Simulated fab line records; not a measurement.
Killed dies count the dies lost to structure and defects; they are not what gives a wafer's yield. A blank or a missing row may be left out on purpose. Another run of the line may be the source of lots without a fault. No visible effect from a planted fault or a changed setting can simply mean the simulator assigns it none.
Matching of chambers :: flow sfq line :: SFQ_TRILAYER_I6_CMP_CMP_166 on cmp-02: 4 sister chambers
The step polishes SiO2. 4 wafers are shown with their chamber, then 9 later ones without.

== EACH WAFER AND ITS CHAMBER ==
wafer: L435.3
chamber: 2
motor current A (A): 9.7

wafer: L437.3
chamber: 1
motor current A (A): 9.3

wafer: L437.5
chamber: 3
motor current A (A): 10.7

wafer: L437.6
chamber: 0
motor current A (A): 9.6

== WAFERS MISSING THEIR CHAMBER ==
wafer: L438.3
motor current A (A): 9.6

wafer: L438.2
motor current A (A): 9.6

wafer: L438.4
motor current A (A): 11.6

wafer: L443.2
motor current A (A): 10.8

wafer: L443.4
motor current A (A): 9.3

wafer: L443.6
motor current A (A): 9.9

wafer: L449.2
motor current A (A): 10.6

wafer: L449.4
motor current A (A): 9.8

wafer: L449.6
motor current A (A): 11.7

== CHAMBER TAKEN BY EACH ==
wafer: L438.3
from the rows above: can't be placed: 0 or 2 or 1
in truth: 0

wafer: L438.2
from the rows above: can't be placed: 0 or 2 or 1
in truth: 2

wafer: L438.4
from the rows above: 3
in truth: 3

wafer: L443.2
from the rows above: 3
in truth: 3

wafer: L443.4
from the rows above: can't be placed: 1 or 0 or 2
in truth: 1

wafer: L443.6
from the rows above: can't be placed: 2 or 0 or 1 or 3
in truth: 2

wafer: L449.2
from the rows above: can't be placed: 3 or 2 or 0
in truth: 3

wafer: L449.4
from the rows above: can't be placed: 2 or 0 or 1 or 3
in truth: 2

wafer: L449.6
from the rows above: 3
in truth: 3
Placed correctly: 3 of 9. Not placeable from these rows: 6 (in 6, the candidates include the true chamber). Number placed wrongly: 0.
How it was worked out, from the rows above alone: a wafer's distance from a chamber is the root of the sum, over the readings, of the square of ((its reading less the chamber's mean) divided by the reading's scatter). The wafer belongs to the nearest chamber; if the next one is less than 2 further off, it can't be placed. For every chamber, the mean is computed from those of its wafers that are shown. The scatter: root of mean squared gap, hidden wafer to nearest shown wafer, with one shown wafer a chamber.
